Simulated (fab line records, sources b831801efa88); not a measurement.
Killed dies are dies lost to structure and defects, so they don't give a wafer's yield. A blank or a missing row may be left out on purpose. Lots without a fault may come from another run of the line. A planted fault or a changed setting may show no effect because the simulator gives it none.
Which tool did it? | flow gf180mcu | 13 lots, 39 wafers sampled, at 2 steps of a route of 602

WHAT THE GAUGES READ, wafer by wafer
GF_V1_OVL_MEAS_15. Usual: V1_OVL -3 nm, standard deviation 6.
lot  | measured     | on         | V1_OVL (nm) | flag
L177 | day 18 12:22 | overlay-02 | -8 -5 -11   |
L178 | day 18 23:04 | overlay-02 | -3 1 -6     |
L179 | day 19 02:07 | overlay-02 | -4 4 -6     |
L181 | day 20 02:39 | overlay-01 | -14 -10 -1  |
L182 | day 20 12:47 | overlay-01 | 5 3 3       |
L183 | day 20 17:29 | overlay-02 | -8 -11 0    |
L184 | day 21 04:31 | overlay-01 | 0 -2 -6     |
L189 | day 23 02:07 | overlay-01 | -4 -2 -8    |
L191 | day 23 20:39 | overlay-01 | 4 3 1       |
L192 | day 24 02:20 | overlay-01 | -8 -10 -10  |
L193 | day 24 05:25 | overlay-01 | 4 2 2       |
L194 | day 24 15:05 | overlay-01 | -8 -6 -8    |
L196 | day 25 06:20 | overlay-02 | 7 -4 -1     |

WHICH TOOL RAN EACH LOT (tool, then ch and the chambers of the sampled wafers, then the start)
lot  | GF_NWELL_IMPLANT_09
L177 | implanter-01 ch 0, day 3 16:08
L178 | implanter-01 ch 0, day 3 18:59
L179 | implanter-01 ch 0, day 3 23:44
L181 | implanter-04 ch 0, day 4 10:43
L182 | implanter-01 ch 0, day 4 16:32
L183 | implanter-04 ch 0, day 4 21:19
L184 | implanter-04 ch 0, day 5 04:28
L189 | implanter-04 ch 0, day 6 07:22
L191 | implanter-04 ch 0, day 6 18:52
L192 | implanter-01 ch 0, day 7 00:13
L193 | implanter-03 ch 0, day 7 04:20
L194 | implanter-01 ch 0, day 7 10:16
L196 | implanter-03 ch 0, day 7 22:17
- GF_NWELL_IMPLANT_09

WHAT THE TOOLS THEMSELVES READ (means of the sampled wafers that have a number; where no wafer has one, the mark that the record gives instead)
GF_NWELL_IMPLANT_09. Usual: beam_energy_keV 160.00, standard deviation 0.053.
lot  | tool         | beam_energy_keV | flag
L177 | implanter-01 | 160.00          |
L178 | implanter-01 | 159.99          |
L179 | implanter-01 | 160.00          |
L181 | implanter-04 | 159.92          |
L182 | implanter-01 | 160.02          |
L183 | implanter-04 | 160.04          |
L184 | implanter-04 | 159.99          |
L189 | implanter-04 | 167.19          | OFF
L191 | implanter-04 | 167.15          | OFF
L192 | implanter-01 | 160.04          |
L193 | implanter-03 | 160.03          |
L194 | implanter-01 | 160.04          |
L196 | implanter-03 | 159.94          |

THE ANSWER, worked out from the rows above alone
Rule: a lot is off if the mean of its wafers that have a number lies more than 3 standard deviations from the usual mean. A lot without any number at a reading at which 4 lots or more have one is off too. The other lots that the step has rows for count as sound. The gauges are gone through in route order, then the tools' own readings, and for those a lot's mean is taken as printed above. The first step at which some lot is off is used, and at that step the reading that is off furthest; a lot without a number counts as furthest.
Off: L189, L191, at GF_NWELL_IMPLANT_09 (beam_energy_keV).
A tool fits if, at that step or a process step before it, it ran every lot that is off, and no sound lot after the first of them. One fits: implanter-04 at GF_NWELL_IMPLANT_09. Its last sound lot is L184 (day 5 04:28), its first lot that is off L189 (day 6 07:22): a fault that began between those two fits.
The tool's own readings at GF_NWELL_IMPLANT_09 bear it out: on the lots that are off they differ by more than 5 times the standard deviation of the sound lots' means. beam_energy_keV reads 167.17 there against 160.00 on the sound lots.

WHAT THE SIMULATOR HAD PUT IN
Process parameter drift: implanter-04, from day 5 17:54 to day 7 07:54, at GF_NWELL_IMPLANT_09. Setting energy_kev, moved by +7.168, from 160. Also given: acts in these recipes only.
Lots struck among those shown: L189, L191. The rule above found the same.
